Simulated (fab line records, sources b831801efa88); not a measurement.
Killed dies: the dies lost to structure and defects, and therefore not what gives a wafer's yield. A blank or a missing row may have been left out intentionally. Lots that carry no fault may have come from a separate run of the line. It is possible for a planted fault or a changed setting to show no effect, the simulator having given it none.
2 desks looking at one fault + flow gf180mcu + only its own numbers are on each desk; what lay behind them is given at the end

TOOL OWNER'S DESK, cmp-02
The tool's own readings at GF_V2_CMP_04 (polishes SiO2): means of the sampled wafers that have a number, for each lot that ran on this tool. Any lot whose mean is over 4 standard deviations away from the usual mean is out of limits and marked OUT; that distance is given in the brackets.
Columns: A = edgeZonePressureFrac at GF_V2_CMP_04, usual 1.000; B = headPressurePsi at GF_V2_CMP_04, usual 3.998 psi; C = motorCurrentA at GF_V2_CMP_04, usual 11.8 A; D = timeToEndpointS at GF_V2_CMP_04, usual 79 s
| lot  | first seen here | A     | B     | C    | D  |
|------|-----------------|-------|-------|------|----|
| L350 | day 21 05:48    | 1.001 | 3.999 | 11.7 | 86 |
| L353 | day 22 09:23    | 1.001 | 3.990 | 11.1 | 80 |
| L355 | day 23 04:05    | 1.003 | 3.988 | 10.3 | 83 |
| L359 | day 24 08:14    | 0.999 | 4.002 | 11.6 | 80 |
| L361 | day 24 18:07    | 1.003 | 3.991 | 10.8 | 85 |
| L364 | day 25 17:37    | 0.999 | 4.009 | 11.0 | 77 |
| L365 | day 26 03:31    | 1.001 | 4.002 | 11.1 | 77 |
| L366 | day 26 09:08    | 0.996 | 4.002 | 11.1 | 75 |
| L367 | day 26 15:32    | 1.003 | 3.992 | 10.5 | 77 |
| L369 | day 27 11:31    | 0.993 | 3.997 | 11.2 | 74 |
This desk found nothing out of limits on any of the 10 lots.

FROM THE METROLOGY DESK
What the gauges read for every lot (on any tool): the sampled wafers with a number, averaged. Any lot whose mean is over 4 standard deviations away from the usual mean is out of limits and marked OUT; that distance is given in the brackets.
Columns: A = M2_ALCU_RS at GF_M2_RS_MEAS_05, usual 0.0697 ohm/sq; B = V2_CVD_02_THK at GF_V2_THK_MEAS_03, usual 847 nm
| lot  | first seen here | A      | B   |
|------|-----------------|--------|-----|
| L348 | day 19 00:53    | 0.0701 | 852 |
| L350 | day 20 04:36    | 0.0695 | 853 |
| L353 | day 21 08:58    | 0.0695 | 841 |
| L354 | day 21 09:21    | 0.0703 | 834 |
| L356 | day 22 00:02    | 0.0692 | 835 |
| L355 | day 22 03:34    | 0.0697 | 854 |
| L359 | day 23 09:10    | 0.0697 | 857 |
| L361 | day 23 19:01    | 0.0701 | 859 |
| L363 | day 24 07:40    | 0.0690 | 839 |
| L364 | day 24 19:10    | 0.0707 | 842 |
| L365 | day 25 05:06    | 0.0693 | 853 |
| L366 | day 25 10:40    | 0.0698 | 842 |
| L367 | day 25 16:58    | 0.0699 | 848 |
| L369 | day 26 13:34    | 0.0702 | 842 |
This desk found nothing out of limits on any of the 14 lots.

ALL TOGETHER
The desk of the tool owner found nothing out of limits.
The metrology desk saw nothing out of limits.

WHAT THE SIMULATOR HAD INSERTED
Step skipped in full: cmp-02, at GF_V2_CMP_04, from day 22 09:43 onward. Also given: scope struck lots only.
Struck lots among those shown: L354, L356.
